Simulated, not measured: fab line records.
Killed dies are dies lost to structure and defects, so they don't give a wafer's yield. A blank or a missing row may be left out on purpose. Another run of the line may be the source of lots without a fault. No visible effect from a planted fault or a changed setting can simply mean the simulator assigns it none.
Struck lot and sound lot, side by side + flow sky130 + 15 steps out of a route of 708
Sound: the wafers L362.1, L362.4, L362.6. Wafers L375.2, L375.5, L375.6 were the ones struck. The cause is given at the end.
For every step that has rows: the tool of each side, followed by ch and its chambers, followed by its first start. Under that, the readings that differ: sound wafers + struck wafers + difference of the means + sigmas: that difference in standard deviations of wafers without a fault.
alike: words and numbers the same on both sides, and readings whose means are apart by under 2 such deviations; not compared: readings that were withheld, readings missing a value for some wafer, numbers with overlapping values and no deviation given by the record, and bounds like >300 which may hide the same value.
A row with sigmas, a row that says differs or no value, or rows on one side alone: a step with any of these is where the two part. Numbers that have no deviation but don't overlap get no sigmas and don't part them. Lack of a reading on every wafer of one side parts them only where that side has two or more wafers.

first, 4 steps without rows for these wafers: SKY_VT_ADJUST_LVTN_SOFTBAKE_14 (time 60 s); SKY_VT_ADJUST_LVTN_EXPOSE_15 (exposes mask HVN STD DERIVED, target cd 600 nm); SKY_VT_ADJUST_LVTN_PEB_16; SKY_VT_ADJUST_LVTN_DEVELOP_17 (develop time 60 s).
SKY_VT_ADJUST_LVTN_OVL_MEAS_18:
  sound on overlay-01, day 8 22:02; struck on overlay-01, day 12 16:29
  alike: VT_ADJUST_LVTN_01_OVL
then, 1 step without rows for these wafers: SKY_VT_ADJUST_LVTN_IMPLANT_19.
SKY_VT_ADJUST_LVTN_STRIP_20: strips in O2/N2.
  sound on plasma_asher-04 ch 0,1, day 8 22:13; struck on plasma_asher-03 ch 0,1, day 12 16:40
| reading                      | sound             | struck            | difference | sigmas |
|------------------------------|-------------------|-------------------|------------|--------|
| strip_time_to_endpoint_s (s) | 14.29 14.21 14.18 | 14.11 14.09 14.14 | -0.11      | -3     |
  alike: drypump_motor_current_A, oes_product_au
  not compared: rf_hours_counter_h
SKY_VT_ADJUST_LVTN_TW_MEAS_21:
  sound on film_metro-01, day 8 22:19; struck on film_metro-01, day 12 16:47
  alike: VT_ADJUST_LVTN_2_TW
then, 4 steps without rows for these wafers: SKY_VT_ADJUST_NCORE_DEHYDRATE_00 (time 60 s); SKY_VT_ADJUST_NCORE_HMDS_01 (prime time 60 s); SKY_VT_ADJUST_NCORE_COAT_02 (resist thk 1140 nm); SKY_VT_ADJUST_NCORE_SOFTBAKE_03 (time 60 s).
SKY_VT_ADJUST_NCORE_EXPOSE_04: exposes mask LVTN COMPLEMENT THIN, target cd 380 nm.
  sound on iline_stepper-02 ch 0, day 9 08:02; struck on iline_stepper-01 ch 0, day 13 05:41
| reading                                 | sound                | struck            | difference | sigmas |
|-----------------------------------------|----------------------|-------------------|------------|--------|
| model.VT_ADJUST_NCORE.overlay_x_nm (nm) | -1.389 -1.389 -1.389 | 2.805 2.805 2.805 | +4.194     |        |
  alike: mask, reticle_temp_C, stage_vel_mm_s
then, 1 step without rows for these wafers: SKY_VT_ADJUST_NCORE_PEB_05.
-- the record jumps here: 37 days lie between the struck wafers' starts before and after (it left off in module VT_ADJUST_NCORE and takes up again in module PAD_OPEN, whose first step shown is number 708 of the route) --
SKY_PAD_OPEN_PROBE_99:
  sound on prober-02, day 47 00:35; struck on prober-01, day 50 00:34
  alike: killed_at_M0_to_M3, killed_at_M4_up, killed_at_contacts, killed_at_front_end, killed_at_other, killed_dies, killed_open, killed_short

WHERE THEY PART
SKY_VT_ADJUST_LVTN_STRIP_20 only, going by this record. Later steps at which nothing parts them and some readings are alike: SKY_VT_ADJUST_LVTN_TW_MEAS_21, SKY_VT_ADJUST_NCORE_EXPOSE_04, SKY_PAD_OPEN_PROBE_99.

WHY: what had been put in by the simulator
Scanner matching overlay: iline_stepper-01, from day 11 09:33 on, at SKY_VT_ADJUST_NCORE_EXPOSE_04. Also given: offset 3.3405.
